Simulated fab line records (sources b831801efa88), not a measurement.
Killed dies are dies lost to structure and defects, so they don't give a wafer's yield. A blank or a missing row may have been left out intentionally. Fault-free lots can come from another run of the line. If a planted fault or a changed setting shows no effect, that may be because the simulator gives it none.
Which of the tools did it?    flow sky130    39 wafers from 13 lots sampled at 4 of the route's 708 steps

WHAT THE GAUGES SHOWED, per wafer
SKY_SONOS_ONO_CD_MEAS_13 targets a cd of 410 nm.
lot   measured      on        cdNm (nm)
L433  day 12 16:35  cdSem-02  410.1 409.4 411.4
L434  day 12 18:13  cdSem-01  411.4 408.9 410.4
L436  day 13 18:44  cdSem-01  411.7 409.7 411.2
L437  day 14 04:39  cdSem-02  408.2 408.5 407.1
L439  day 14 18:20  cdSem-02  413.0 409.1 412.0
L440  day 14 21:49  cdSem-01  411.8 412.1 414.0
L442  day 15 18:34  cdSem-01  411.5 412.5 411.4
L443  day 16 03:52  cdSem-02  411.7 415.2 411.3
L444  day 16 12:42  cdSem-02  413.0 412.7 413.1
L445  day 16 18:59  cdSem-01  412.2 412.1 409.4
L446  day 17 02:55  cdSem-02  410.7 410.2 411.6
L450  day 19 12:49  cdSem-02  408.1 407.5 406.8
L455  day 22 10:11  cdSem-01  410.9 413.8 412.1

SKY_LOCAL_INTERCONNECT_OVL_MEAS_12.
lot   measured      on          LOCAL_INTERCONNECT_OVL (nm)
L433  day 30 08:25  overlay-02  2 -2 -2
L434  day 30 05:36  overlay-01  -2 -7 -5
L436  day 31 13:28  overlay-02  -4 1 -3
L437  day 31 23:25  overlay-01  6 -3 1
L439  day 32 13:41  overlay-02  0 -2 2
L440  day 32 16:32  overlay-01  4 -1 2
L442  day 33 09:46  overlay-01  0 -1 2
L443  day 33 17:55  overlay-01  -1 -1 -1
L444  day 34 02:55  overlay-02  -7 -11 -7
L445  day 34 09:49  overlay-02  3 -9 0
L446  day 34 16:16  overlay-02  -10 -10 -5
L450  day 36 18:06  overlay-01  1 -4 0
L455  day 39 06:23  overlay-02  7 -1 -5

WHICH TOOL RAN EACH LOT (tool, then ch and the chambers of the sampled wafers, then the start)
lot   SKY_LI_CONTACT_CMP_02          SKY_LI_CONTACT_SPUTTER_20
L433  cmp-01 ch 1,2, day 27 21:44    pvdSputter-04, day 29 03:02
L434  cmp-02 ch 1,2,3, day 27 20:53  pvdSputter-03, day 29 00:57
L436  cmp-01 ch 2,3, day 29 02:49    pvdSputter-04, day 30 08:24
L437  cmp-01 ch 0,3, day 29 14:38    pvdSputter-04, day 30 19:28
L439  cmp-01 ch 0,2,3, day 30 05:24  pvdSputter-04, day 31 10:14
L440  cmp-01 ch 0,1,3, day 30 07:09  pvdSputter-03, day 31 12:37
L442  cmp-02 ch 0,1, day 31 02:11    pvdSputter-02, day 32 06:16
L443  cmp-01 ch 0,1,2, day 31 11:17  pvdSputter-02, day 32 14:20
L444  cmp-01 ch 0,2,3, day 31 18:55  pvdSputter-03, day 32 23:03
L445  cmp-01 ch 0,1,3, day 32 03:11  pvdSputter-02, day 33 06:36
L446  cmp-02 ch 1,3, day 32 09:51    pvdSputter-04, day 33 12:58
L450  cmp-02 ch 1,2,3, day 34 11:53  pvdSputter-02, day 35 15:34
L455  cmp-02 ch 1,2,3, day 37 00:33  pvdSputter-02, day 38 03:47
- SKY_LI_CONTACT_CMP_02: polishes PSG.
- SKY_LI_CONTACT_SPUTTER_20: material TiN, target thk 20 nm, time 80 s.

WHAT THE TOOLS THEMSELVES READ (means of the sampled wafers that have a number; where no wafer has one, the mark that the record gives instead)
SKY_LI_CONTACT_CMP_02.
lot   tool    motorCurrentA (A)  platenRpm (rpm)  timeToEndpointS (s)
L433  cmp-01  11.9               60.05            31.4
L434  cmp-02  11.8               59.98            34.4
L436  cmp-01  12.8               59.95            34.3
L437  cmp-01  11.6               59.98            37.1
L439  cmp-01  12.4               60.02            31.8
L440  cmp-01  11.6               60.00            33.8
L442  cmp-02  11.4               59.98            30.2
L443  cmp-01  12.0               60.00            32.9
L444  cmp-01  12.3               59.98            30.4
L445  cmp-01  11.2               60.01            34.7
L446  cmp-02  11.6               60.01            33.3
L450  cmp-02  11.9               60.01            35.9
L455  cmp-02  11.7               60.04            30.5

SKY_LI_CONTACT_SPUTTER_20.
lot   tool           chamberPressurePa (Pa)  throttleValvePct (%)
L433  pvdSputter-04  4.998                   29.1
L434  pvdSputter-03  5.001                   29.7
L436  pvdSputter-04  5.001                   29.7
L437  pvdSputter-04  4.999                   29.8
L439  pvdSputter-04  5.008                   30.2
L440  pvdSputter-03  5.008                   29.2
L442  pvdSputter-02  5.001                   29.0
L443  pvdSputter-02  4.993                   29.7
L444  pvdSputter-03  4.997                   29.1
L445  pvdSputter-02  4.997                   29.6
L446  pvdSputter-04  4.996                   29.4
L450  pvdSputter-02  5.282                   29.4
L455  pvdSputter-02  4.985                   30.2

THE ANSWER, worked out from the rows above alone
Rule: the lots themselves supply what counts as usual. Put in order of their means at a reading, lots are off if they are a third of the lots or fewer, leave a main group of 4 or more, and stand apart from it by a gap of 3 or more times the standard deviation of the main group's means; of several such gaps the widest counts. The tables above print the reading to a certain number of digits; a main group whose means all agree to those digits is not used. A lot without any number at a reading at which 4 lots or more have one is off too. Any other lot the step has rows for is counted as sound. After the gauges, taken in route order, come the tools' own readings; for these a lot's mean is taken, as printed above. At the first step where some lot is off, the reading lying furthest off is the one used; lots without a number count as furthest.
Off at SKY_LI_CONTACT_SPUTTER_20 (chamberPressurePa): L450. The main group has a mean of 4.999 Pa with a standard deviation of 0.0059.
A tool fits if, at that step or a process step before it, it ran every lot that is off, and no sound lot after the first of them. Not one of the candidates tried fits.

WHAT THE SIMULATOR HAD INSERTED
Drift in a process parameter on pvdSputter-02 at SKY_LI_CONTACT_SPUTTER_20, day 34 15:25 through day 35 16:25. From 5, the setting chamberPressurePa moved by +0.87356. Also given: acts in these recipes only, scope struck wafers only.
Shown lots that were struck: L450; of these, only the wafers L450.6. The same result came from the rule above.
